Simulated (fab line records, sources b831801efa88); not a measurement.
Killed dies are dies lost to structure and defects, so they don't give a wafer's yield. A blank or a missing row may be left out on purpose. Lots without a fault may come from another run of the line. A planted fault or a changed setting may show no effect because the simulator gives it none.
Tool commonality check | flow sky130 | 12 lots, 36 wafers sampled

WHY IT WAS OPENED
At SKY_RES_PROTECT_TW_MEAS_08 the reading POLY_GATE_TW is flagged on 2 of 12 lots. Wafers without a fault read 4080, standard deviation 50.
Rule: a lot is flagged when every wafer of it that has a number lies more than 4 standard deviations from that mean, or none has a number. The other lots count as sound.

lot  | measured     | on            | POLY_GATE_TW, wafer by wafer | flag
L375 | day 14 14:20 | film_metro-01 | 4154 4157 4179               |
L377 | day 16 09:48 | film_metro-03 | 4037 4051 4050               |
L379 | day 16 10:38 | film_metro-03 | 4057 4059 4085               |
L378 | day 16 14:47 | film_metro-01 | 4177 4175 4168               |
L381 | day 18 00:04 | film_metro-04 | 4017 4039 4011               |
L382 | day 18 10:47 | film_metro-01 | 4070 4097 4106               |
L389 | day 20 22:44 | film_metro-01 | 31 31 31                     | FLAGGED
L390 | day 20 23:41 | film_metro-03 | 30 30 30                     | FLAGGED
L391 | day 20 23:41 | film_metro-01 | 4136 4111 4137               |
L395 | day 22 10:34 | film_metro-01 | 4120 4123 4108               |
L397 | day 22 22:04 | film_metro-01 | 4127 4105 4125               |
L398 | day 23 14:16 | film_metro-03 | 4058 4053 4056               |
The numbers of the flagged lots are 30 on average: -4050 against the usual, or -81 standard deviations.

WHICH TOOL RAN EACH LOT
The record holds 2 process steps before the reading, out of a route of 708 steps. In each cell: the tool, then ch and the chambers that the sampled wafers went through, then the start.
lot  | flag    | SKY_GATE_OXIDE_STRIP_13              | SKY_RES_PROTECT_DEVELOP_06
L375 |         | plasma_asher-04 ch 0,1, day 13 08:58 | litho_track-04 ch 0, day 14 13:56
L377 |         | plasma_asher-04 ch 0,1, day 15 03:21 | litho_track-01 ch 0, day 16 09:26
L379 |         | plasma_asher-02 ch 0,1, day 15 03:53 | litho_track-04 ch 0, day 16 10:16
L378 |         | plasma_asher-02 ch 0,1, day 15 05:19 | litho_track-04 ch 0, day 16 14:23
L381 |         | plasma_asher-04 ch 0,1, day 16 15:21 | litho_track-03 ch 0, day 17 23:40
L382 |         | plasma_asher-02 ch 0,1, day 17 00:40 | litho_track-01 ch 0, day 18 10:23
L389 | FLAGGED | plasma_asher-04 ch 0,1, day 18 22:02 | litho_track-01 ch 0, day 20 22:20
L390 | FLAGGED | plasma_asher-04 ch 0,1, day 19 04:17 | litho_track-01 ch 0, day 20 23:17
L391 |         | plasma_asher-03 ch 0,1, day 19 07:53 | litho_track-03 ch 0, day 20 23:19
L395 |         | plasma_asher-04 ch 0,1, day 21 00:21 | litho_track-03 ch 0, day 22 10:10
L397 |         | plasma_asher-02 ch 0,1, day 21 12:49 | litho_track-03 ch 0, day 22 21:40
L398 |         | plasma_asher-03 ch 0,1, day 22 05:16 | litho_track-03 ch 0, day 23 13:53
What these steps do:
- SKY_GATE_OXIDE_STRIP_13: strips in O2/N2.
- SKY_RES_PROTECT_DEVELOP_06: develop time 60 s.
- SKY_RES_PROTECT_TW_MEAS_08

FLAGGED OVER TOTAL, TOOL BY TOOL (the gauges that took the reading come last)
step                       | tool            | lots run | flagged | share of the flagged lots | sound lots run after its first flagged lot
SKY_GATE_OXIDE_STRIP_13    | plasma_asher-02 | 4        | 0       | none                      | -
SKY_GATE_OXIDE_STRIP_13    | plasma_asher-03 | 2        | 0       | none                      | -
SKY_GATE_OXIDE_STRIP_13    | plasma_asher-04 | 6        | 2       | all                       | 1 (L395)
SKY_RES_PROTECT_DEVELOP_06 | litho_track-01  | 4        | 2       | all                       | 0
SKY_RES_PROTECT_DEVELOP_06 | litho_track-03  | 5        | 0       | none                      | -
SKY_RES_PROTECT_DEVELOP_06 | litho_track-04  | 3        | 0       | none                      | -
SKY_RES_PROTECT_TW_MEAS_08 | film_metro-01   | 7        | 1       | some                      | 3 (L391,L395,L397)
SKY_RES_PROTECT_TW_MEAS_08 | film_metro-03   | 4        | 1       | some                      | 1 (L398)
SKY_RES_PROTECT_TW_MEAS_08 | film_metro-04   | 1        | 0       | none                      | -

WHAT THE TABLE ALLOWS
2 rows of the table ran every flagged lot: plasma_asher-04 at SKY_GATE_OXIDE_STRIP_13, litho_track-01 at SKY_RES_PROTECT_DEVELOP_06.
- plasma_asher-04 at SKY_GATE_OXIDE_STRIP_13: 2 of its 6 lots flagged. Sound lots ran on it after the first flagged one (L395), which a lasting fault on the whole tool wouldn't allow.
- litho_track-01 at SKY_RES_PROTECT_DEVELOP_06: 2 of its 4 lots flagged. Its last sound lot is L382 (day 18 10:23), its first flagged lot L389 (day 20 22:20): a fault that began between those two fits.
One tool is left: litho_track-01 at SKY_RES_PROTECT_DEVELOP_06.

WHAT THE SIMULATOR HAD PUT IN
Process parameter drift: litho_track-01, from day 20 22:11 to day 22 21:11, at SKY_RES_PROTECT_DEVELOP_06. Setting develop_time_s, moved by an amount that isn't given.
Lots struck among those shown: L389, L390. The rule above found the same.
